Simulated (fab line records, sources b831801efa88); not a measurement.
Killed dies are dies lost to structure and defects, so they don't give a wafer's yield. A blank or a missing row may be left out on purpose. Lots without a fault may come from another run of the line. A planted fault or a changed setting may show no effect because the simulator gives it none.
Chamber matching | flow sky130 | SKY_FIELD_ISO_ETCH_14 on rie_diel-03: 4 sister chambers
The step etches BARC in N2/H2, stops on SiO2, time 45.9 s, target depth 60 nm. 14 wafers are shown with their chamber, then 7 later ones without.

WAFERS WITH THEIR CHAMBER
wafer  | chamber | drypump_motor_current_A (A) | oes_product_au (a.u.) | throttle_valve_pct (%)
L175.2 | 1       | 5.4                         | 0.850                 | 13.226
L175.4 | 2       | 6.8                         | 0.850                 | 13.225
L175.6 | 1       | 5.4                         | 0.860                 | 13.206
L176.3 | 2       | 6.7                         | 0.855                 | 13.217
L176.4 | 3       | 4.8                         | 0.852                 | 13.215
L176.6 | 2       | 6.7                         | 0.849                 | 13.218
L177.1 | 2       | 6.8                         | 0.856                 | 13.225
L177.3 | 0       | 4.9                         | 0.869                 | 13.217
L177.4 | 3       | 4.9                         | 0.857                 | 13.226
L179.2 | 2       | 6.8                         | 0.850                 | 13.224
L179.4 | 3       | 4.9                         | 0.849                 | 13.214
L179.6 | 3       | 4.9                         | 0.845                 | 13.224
L180.1 | 2       | 6.7                         | 0.853                 | 13.243
L180.2 | 1       | 5.4                         | 0.852                 | 13.234

SIGNATURES (means of the wafers above)
reading                 | chamber 0 | chamber 1 | chamber 2 | chamber 3 | scatter within a chamber
drypump_motor_current_A | 4.900     | 5.400     | 6.750     | 4.875     | 0.0474
oes_product_au          | 0.86900   | 0.85400   | 0.85217   | 0.85075   | 0.00419
throttle_valve_pct      | 13.21700  | 13.22200  | 13.22533  | 13.21975  | 0.00983
Rule: a wafer's distance from a chamber is the root of the sum, over the readings, of the square of ((its reading less the chamber's mean) divided by the reading's scatter). The wafer belongs to the nearest chamber; if the next one is less than 2 further off, it can't be placed. The scatter: the root of (the sum of the squares of (reading less its chamber's mean) over the shown wafers, divided by (wafers less chambers)).

WAFERS WITHOUT THEIR CHAMBER
wafer  | drypump_motor_current_A (A) | oes_product_au (a.u.) | throttle_valve_pct (%)
L180.6 | 4.9                         | 0.852                 | 13.226
L182.3 | 6.8                         | 0.854                 | 13.232
L182.4 | 4.9                         | 0.853                 | 13.217
L182.5 | 4.9                         | 0.855                 | 13.227
L189.1 | 6.7                         | 0.854                 | 13.214
L189.5 | 5.4                         | 0.851                 | 13.217
L189.6 | 6.8                         | 0.844                 | 13.223

WHICH CHAMBER EACH WENT THROUGH
wafer  | from the rows above | in truth
L180.6 | 3                   | 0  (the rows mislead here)
L182.3 | 2                   | 2
L182.4 | 3                   | 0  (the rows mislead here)
L182.5 | 3                   | 3
L189.1 | 2                   | 2
L189.5 | 1                   | 1
L189.6 | 2                   | 2
Placed correctly: 5 of 7. Can't be placed from these rows: 0. Placed wrongly: 2.
